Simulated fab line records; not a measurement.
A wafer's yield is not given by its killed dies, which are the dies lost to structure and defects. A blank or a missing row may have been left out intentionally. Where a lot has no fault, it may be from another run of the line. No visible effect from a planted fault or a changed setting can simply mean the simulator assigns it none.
Problem report in the 8D (eight disciplines) form, filled by code | flow gf180mcu | the parts of the form that need people (team, actions taken, sign-off) are left out

## 1. THE PROBLEM
On 3 wafers of 1 lot, runLengthS at GF_SAB_WET_ETCH_12 has a mean of 512 s; fault-free wafers read 468 s, standard deviation 3.2. Measured from the usual mean, that is +14 standard deviations.
The step: etches SiO2 in dHF, target depth 22 nm, time 440 s.
First observed at day 21 09:35: wafer L871.1, on wetBench-04. The record has a number at this step for 39 wafers belonging to 13 lots. The rule behind "out" and "out of limits": a value lying over 4 standard deviations away from the usual mean. All remaining wafers that have a number are taken as sound.

## 2. WHAT IT IS, WHAT IT ISN'T
question                    | is                     | is not
which readings at this step | runLengthS             | -
which lots                  | L871                   | L855, L856, L858, L859, L862, L863, L864, L865, L866, L867, L877, L878
which wafers of those lots  | all that have a number | -
read on which tools         | wetBench-04            | wetBench-01, wetBench-03
when                        | from day 21 09:35      | up to then (30 sound wafers); but 6 sound wafers of L877, L878 came after

## 3. WHAT RULES OUT EACH SUSPECT
Counting: a tool at a process step up to the reading stays a suspect if it ran every lot that is out and no sound lot after the first of them.
- wetBench-04 at GF_SAB_WET_ETCH_12 (etches SiO2 in dHF, target depth 22 nm, time 440 s): kept. It ran the lot that is out, L871 (day 21 09:35), and no sound lot after that; its last sound lot up to then is L867 (day 19 16:01). On those wafers its own readings are out: runLengthS.
The count leaves wetBench-04 at GF_SAB_WET_ETCH_12.

## 4. THE CAUSE (what the simulator had put in)
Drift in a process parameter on wetBench-04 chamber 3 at GF_SAB_WET_ETCH_12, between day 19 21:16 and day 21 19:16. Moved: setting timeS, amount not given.
This tool alone remained once counting was done.

## 5. SEQUENCE OF EFFECTS, ordered by route
Each row: a reading where the mean over the struck wafers with a number is more than 3 standard deviations away from the usual. Only readings whose record carries a usual standard deviation are examined. hours: median over the lots of the time between each lot's start at the first step of this table that gives one and its start at this step. sigmas: the change, counted in usual standard deviations.
hours | step               | reading    | usual | on struck wafers | change | sigmas
0     | GF_SAB_WET_ETCH_12 | runLengthS | 468 s | 512              | +44    | +14
The process steps in it:
- GF_SAB_WET_ETCH_12: etches SiO2 in dHF, target depth 22 nm, time 440 s.

## 6. HOW IT WOULD HAVE BEEN CAUGHT EARLIER
In this record the first reading out of limits was taken at day 21 09:35, 36 hours after the fault began at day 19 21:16.
